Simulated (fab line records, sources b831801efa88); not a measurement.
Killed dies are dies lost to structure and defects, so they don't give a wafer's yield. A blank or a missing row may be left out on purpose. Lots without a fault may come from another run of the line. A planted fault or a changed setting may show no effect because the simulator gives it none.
Which tool did it? | flow sky130 | 6 lots, 18 wafers sampled, at 2 steps of a route of 708

WHAT THE GAUGES READ, wafer by wafer
SKY_NWELL_RS_MEAS_29: measures by four-point-probe.
lot  | measured     | on            | NWELL_RS (ohm/sq)
L492 | day 6 14:57  | film_metro-02 | 626.3 623.6 625.6
L495 | day 7 20:05  | film_metro-02 | 625.5 626.0 625.7
L498 | day 8 06:48  | film_metro-01 | 623.2 623.7 622.7
L499 | day 8 14:07  | film_metro-04 | 623.0 624.2 624.5
L503 | day 9 03:47  | film_metro-02 | 626.3 627.1 625.9
L511 | day 11 06:00 | film_metro-04 | 595.0 596.7 596.6 596.9 598.6 597.6

WHICH TOOL RAN EACH LOT (tool, then ch and the chambers of the sampled wafers, then the start)
lot  | SKY_NWELL_IMPLANT_11
L492 | implanter-04 ch 0, day 5 19:58
L495 | implanter-02 ch 0, day 7 00:05
L498 | implanter-03 ch 0, day 7 09:52
L499 | implanter-04 ch 0, day 7 16:55
L503 | implanter-04 ch 0, day 8 06:01
L511 | implanter-04 ch 0, day 10 06:41
- SKY_NWELL_IMPLANT_11

THE ANSWER, worked out from the rows above alone
Rule: what is usual is taken from the lots themselves. Put in order of their means at a reading, lots are off if they are a third of the lots or fewer, leave a main group of 4 or more, and stand apart from it by a gap of 3 or more times the standard deviation of the main group's means; of several such gaps the widest counts. A main group whose means are all the same, to the digits that the tables above print for the reading, isn't used. A lot without any number at a reading at which 4 lots or more have one is off too. The other lots that the step has rows for count as sound.
Off: L511, at SKY_NWELL_RS_MEAS_29 (NWELL_RS). The main group: mean 624.9 ohm/sq, standard deviation 1.2.
A tool fits if, at a process step before that reading, it ran every lot that is off, and no sound lot after the first of them. The gauges at SKY_NWELL_RS_MEAS_29 are tried like those tools. Can't be told from this: 2 tools fit, implanter-04 at SKY_NWELL_IMPLANT_11, film_metro-04 at SKY_NWELL_RS_MEAS_29.

WHAT THE SIMULATOR HAD PUT IN
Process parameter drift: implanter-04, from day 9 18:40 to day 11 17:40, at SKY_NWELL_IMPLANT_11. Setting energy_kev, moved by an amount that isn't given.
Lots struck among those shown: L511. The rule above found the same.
